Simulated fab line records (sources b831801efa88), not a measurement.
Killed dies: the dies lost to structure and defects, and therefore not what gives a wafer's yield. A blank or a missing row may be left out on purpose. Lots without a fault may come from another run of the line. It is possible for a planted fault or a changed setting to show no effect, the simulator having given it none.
What tool caused it?    flow gf180mcu    14 lots with 42 wafers sampled at 6 steps, on a route of 602 steps

== WHAT THE GAUGES SHOWED, per wafer ==
GF_STI_THK_MEAS_30.
lot   measured     on            STI_OXIDATION_02_THK (nm)
L799  day 2 08:39  filmMetro-02  10.12 10.01 9.89
L801  day 2 15:16  filmMetro-01  10.09 10.08 9.99
L805  day 3 15:39  filmMetro-02  9.61 9.79 9.69
L806  day 3 19:08  filmMetro-04  10.06 9.95 9.80
L809  day 4 08:53  filmMetro-04  9.55 9.69 9.55
L810  day 4 14:49  filmMetro-01  9.61 9.70 9.49
L811  day 4 21:10  filmMetro-04  9.91 9.99 9.90
L812  day 5 01:08  filmMetro-04  9.34 9.51 9.44
L814  day 5 12:46  filmMetro-01  9.69 9.66 9.65
L815  day 5 16:16  filmMetro-04  9.75 9.67 9.88
L816  day 5 21:11  filmMetro-04  9.73 9.87 9.82
L819  day 6 12:56  filmMetro-04  9.87 10.07 10.08
L820  day 6 19:29  filmMetro-02  9.33 9.51 9.33
L821  day 7 00:29  filmMetro-01  10.12 10.02 10.17

GF_HV_LDD_TW_MEAS_38.
lot   measured      on            HV_LDD_3_TW
L799  day 11 17:26  filmMetro-03  1423 1418 1417
L801  day 12 04:50  filmMetro-03  1429 1433 1428
L805  day 13 16:50  filmMetro-02  1463 1473 1459
L806  day 13 21:03  filmMetro-03  1424 1419 1421
L809  day 14 20:05  filmMetro-04  1304 1300 1303
L810  day 15 01:28  filmMetro-02  1348 1332 1334
L811  day 15 17:11  filmMetro-04  1438 1436 1438
L812  day 15 21:43  filmMetro-02  1474 1461 1468
L814  day 16 12:54  filmMetro-04  1444 1440 1452
L815  day 16 19:38  filmMetro-04  1435 1428 1437
L816  day 17 00:14  filmMetro-02  1456 1465 1470
L819  day 18 01:41  filmMetro-02  1461 1467 1465
L820  day 18 11:09  filmMetro-03  1423 1427 1421
L821  day 18 22:36  filmMetro-04  1438 1443 1442

GF_HV_LDD_RS_MEAS_53: uses a four-point probe to measure.
lot   measured      on            HV_LDD_RS (ohm/sq)
L799  day 12 12:58  filmMetro-04  416.8 417.5 418.0
L801  day 13 00:52  filmMetro-04  416.8 417.0 417.6
L805  day 14 14:00  filmMetro-03  418.0 417.4 417.5
L806  day 14 18:32  filmMetro-03  418.3 418.1 417.5
L809  day 15 17:37  filmMetro-03  437.8 438.8 439.0
L810  day 15 22:59  filmMetro-04  439.9 438.8 439.3
L811  day 16 15:43  filmMetro-03  417.5 417.3 418.0
L812  day 16 20:35  filmMetro-02  418.9 419.6 419.9
L814  day 17 11:53  filmMetro-03  416.8 417.4 416.9
L815  day 17 19:03  filmMetro-03  418.7 418.0 418.0
L816  day 17 23:47  filmMetro-03  419.0 418.7 420.2
L819  day 19 02:46  filmMetro-04  419.2 418.9 417.8
L820  day 19 11:46  filmMetro-04  418.5 418.9 419.2
L821  day 19 23:31  filmMetro-03  417.8 416.3 418.2

GF_NSD_CD_MEAS_07: target cd 400 nm.
lot   measured      on        cdNm (nm)
L799  day 13 13:01  cdSem-02  399.9 399.4 398.9
L801  day 13 23:43  cdSem-01  397.2 398.3 398.9
L805  day 15 16:05  cdSem-02  405.2 404.3 407.0
L806  day 15 21:13  cdSem-01  396.4 398.0 399.1
L811  day 17 17:02  cdSem-01  400.2 398.9 399.2
L812  day 17 22:15  cdSem-02  397.1 395.6 396.3
L814  day 18 13:36  cdSem-02  403.9 403.9 404.4
L815  day 18 21:51  cdSem-01  400.9 401.7 400.4
L816  day 19 03:04  cdSem-01  395.5 400.1 395.1
L819  day 20 06:01  cdSem-01  397.8 396.8 397.0
L820  day 20 14:59  cdSem-01  401.7 402.2 402.8
L821  day 21 02:14  cdSem-01  400.1 399.8 399.1

GF_NSD_TW_MEAS_12.
lot   measured      on            NSD_TW
L799  day 13 13:34  filmMetro-01  4254 4233 4239
L801  day 14 00:16  filmMetro-01  4233 4213 4220
L805  day 15 16:38  filmMetro-02  4327 4323 4356
L806  day 15 21:45  filmMetro-01  4253 4255 4259
L811  day 17 17:35  filmMetro-02  4321 4322 4324
L812  day 17 22:49  filmMetro-01  4279 4262 4275
L814  day 18 14:08  filmMetro-01  4305 4266 4264
L815  day 18 22:25  filmMetro-02  4362 4376 4335
L816  day 19 03:38  filmMetro-02  4324 4350 4331
L819  day 20 06:35  filmMetro-02  4353 4324 4329
L820  day 20 15:32  filmMetro-01  4275 4274 4259
L821  day 21 02:46  filmMetro-01  4222 4239 4223

== EACH LOT AND THE TOOL THAT RAN IT (in order: tool; ch and the chambers of the sampled wafers; start) ==
lot   GF_HV_LDD_IMPLANT_35
L799  implanter-02 ch 0, day 11 17:02
L801  implanter-04 ch 0, day 12 04:26
L805  implanter-04 ch 0, day 13 16:28
L806  implanter-02 ch 0, day 13 20:41
L809  implanter-01, day 14 19:43
L810  implanter-02, day 15 01:05
L811  implanter-01 ch 0, day 15 16:48
L812  implanter-01 ch 0, day 15 21:19
L814  implanter-02 ch 0, day 16 12:32
L815  implanter-02 ch 0, day 16 19:14
L816  implanter-01 ch 0, day 16 23:47
L819  implanter-02 ch 0, day 18 01:17
L820  implanter-01 ch 0, day 18 10:47
L821  implanter-01 ch 0, day 18 22:14
- GF_HV_LDD_IMPLANT_35

== AS READ BY THE TOOLS THEMSELVES (means over the sampled wafers that have a number; for cases with no such wafer, the mark the record gives instead) ==
GF_HV_LDD_IMPLANT_35.
lot   tool          beamEnergyKeV  beamOnS (s)  doseIonsCm2
L799  implanter-02  59.990         9.84         7.511e+12
L801  implanter-04  59.997         9.93         7.503e+12
L805  implanter-04  59.982         10.22        7.485e+12
L806  implanter-02  60.014         9.98         7.506e+12
L809  implanter-01  -              -            -
L810  implanter-02  -              -            -
L811  implanter-01  60.004         10.11        7.496e+12
L812  implanter-01  60.004         9.94         7.507e+12
L814  implanter-02  60.021         10.09        7.508e+12
L815  implanter-02  60.010         10.08        7.508e+12
L816  implanter-01  60.004         9.98         7.501e+12
L819  implanter-02  59.999         9.97         7.506e+12
L820  implanter-01  60.002         9.87         7.501e+12
L821  implanter-01  60.016         9.97         7.498e+12

== THE ANSWER, worked out from the rows above alone ==
Rule: usual is defined by the lots themselves. Put in order of their means at a reading, lots are off if they are a third of the lots or fewer, leave a main group of 4 or more, and stand apart from it by a gap of 3 or more times the standard deviation of the main group's means; of several such gaps the widest counts. A main group is skipped when, at the precision printed for the reading in the tables above, its means are all equal. Also off: a lot with no number at a reading for which 4 or more lots have one. All remaining lots with rows at the step are treated as sound. First the gauges in route order, then the tools' own readings, where a lot's mean is used as printed above. The first step at which some lot is off is used, and at that step the reading that is off furthest; a lot without a number counts as furthest.
Off: L809, L810, at GF_HV_LDD_TW_MEAS_38 (HV_LDD_3_TW). Main group: mean 1443, sd 18.
A tool fits if, at a process step before that reading, it ran every lot that is off, and no sound lot after the first of them. Not tried: the gauges at GF_HV_LDD_TW_MEAS_38; whatever is off there is also off at GF_HV_LDD_IMPLANT_35, on other tools, and gauge error can't account for it. Of those tried, none fits.

== WHAT HAD BEEN PUT IN BY THE SIMULATOR ==
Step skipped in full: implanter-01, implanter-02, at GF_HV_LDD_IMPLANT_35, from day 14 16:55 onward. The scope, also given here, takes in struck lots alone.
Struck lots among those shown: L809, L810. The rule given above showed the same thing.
